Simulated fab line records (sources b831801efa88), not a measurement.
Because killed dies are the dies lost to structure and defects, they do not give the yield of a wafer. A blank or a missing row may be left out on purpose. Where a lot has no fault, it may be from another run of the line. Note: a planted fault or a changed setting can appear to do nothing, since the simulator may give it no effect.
Code-filled problem report in 8D (eight disciplines) form | flow sky130 | the parts of the form that need people (team, actions taken, sign-off) are left out

## 1. THE PROBLEM
Mean PASSIVATION_CVD_02_THK at SKY_PASSIVATION_THK_MEAS_03: 425 nm over 2 wafers in 2 lots; fault-free wafers: 540 nm, standard deviation 6.6. That is -17 standard deviations from the usual mean.
Earliest sighting: wafer L404.4 on film-metro-04 at day 48 18:10. The record has a number at this step for 31 wafers belonging to 11 lots. Rule for "out", or "out of limits": more than 4 standard deviations from the usual mean. The rest of the wafers with a number are treated as sound.

## 2. WHAT IT IS, WHAT IT ISN'T
question                    | is                           | is not
which readings at this step | PASSIVATION_CVD_02_THK       | -
which lots                  | L404, L407                   | L387, L388, L389, L390, L392, L397, L398, L400, L403
which wafers of those lots  | L404.4, L407.4               | L404.3, L407.1
read on which gauges        | film-metro-02, film-metro-04 | film-metro-03
when                        | from day 48 18:10            | up to then (28 sound wafers); but 1 sound wafer of L407 came after

## 3. WHAT RULES OUT EACH SUSPECT
Counting: a tool at a process step up to the reading stays a suspect if it ran every lot that is out. Sound lots after the first of them don't rule it out here, since some wafers of a struck lot are sound.
- the gauge at SKY_PASSIVATION_THK_MEAS_03: ruled out. 2 gauges (film-metro-02, film-metro-04) read the wafers that are out.
- pvd-sputter-04 at SKY_METAL5_SPUTTER_02 (material AlCu, target thk 1150 nm, time 61.2 s): kept. It ran every lot that is out, first L404 (day 47 21:48); its last sound lot up to then is L398 (day 46 07:22).
- pvd-sputter-04 at SKY_METAL5_SPUTTER_03 (material Ti, target thk 5 nm, time 3.3 s): kept. It ran every lot that is out, first L404 (day 47 21:51); its last sound lot up to then is L398 (day 46 07:25).
- pecvd-02 at SKY_PASSIVATION_CVD_02 (deposits Si3N4, target thk 540 nm): kept. It ran every lot that is out, first L404 (day 48 17:55); its last sound lot up to then is L400 (day 48 12:15).
After the count, these remain: pvd-sputter-04 at SKY_METAL5_SPUTTER_02, pvd-sputter-04 at SKY_METAL5_SPUTTER_03 and pecvd-02 at SKY_PASSIVATION_CVD_02.

## 4. THE CAUSE (what the simulator had put in)
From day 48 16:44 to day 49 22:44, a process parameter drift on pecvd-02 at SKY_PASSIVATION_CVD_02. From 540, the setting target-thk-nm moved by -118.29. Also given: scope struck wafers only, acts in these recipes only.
This tool is one of the 3 suspects left after counting.

## 5. THE CHAIN OF EFFECTS, in route order
Each row: a reading where the mean over the struck wafers with a number is more than 3 standard deviations away from the usual. Readings are gone through only where the record gives a usual standard deviation; hours: the median, over the lots, of the time from a lot's start at the first step in this table giving one to that lot's start at this step; sigmas: the change measured in usual standard deviations.
hours | step                        | reading                | usual      | on struck wafers | change | sigmas
0     | SKY_PASSIVATION_THK_MEAS_03 | PASSIVATION_CVD_02_THK | 540 nm     | 425              | -115   | -17
18    | SKY_PASSIVATION_ETCH_11     | oes-product-au         | 0.978 a.u. | 0.881            | -0.097 | -15
It contains these process steps:
- SKY_PASSIVATION_ETCH_11: etches the open film in CF4/O2, stops on AlCu, target depth 725 nm, time 161.1 s.

## 6. HOW IT WOULD HAVE BEEN CAUGHT EARLIER
In this record the first reading out of limits at a measuring or inspecting step was taken at day 48 18:10, 1 hour after the fault began at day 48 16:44.
No tool reading at SKY_PASSIVATION_CVD_02 that has a usual standard deviation in the record was out on any struck wafer, so an alarm limit of 4 standard deviations on those readings would not have fired.
Lots out: 2; of these, L407 started SKY_PASSIVATION_CVD_02 on pecvd-02 after day 48 18:10. Holding the tool at that time would have saved it.
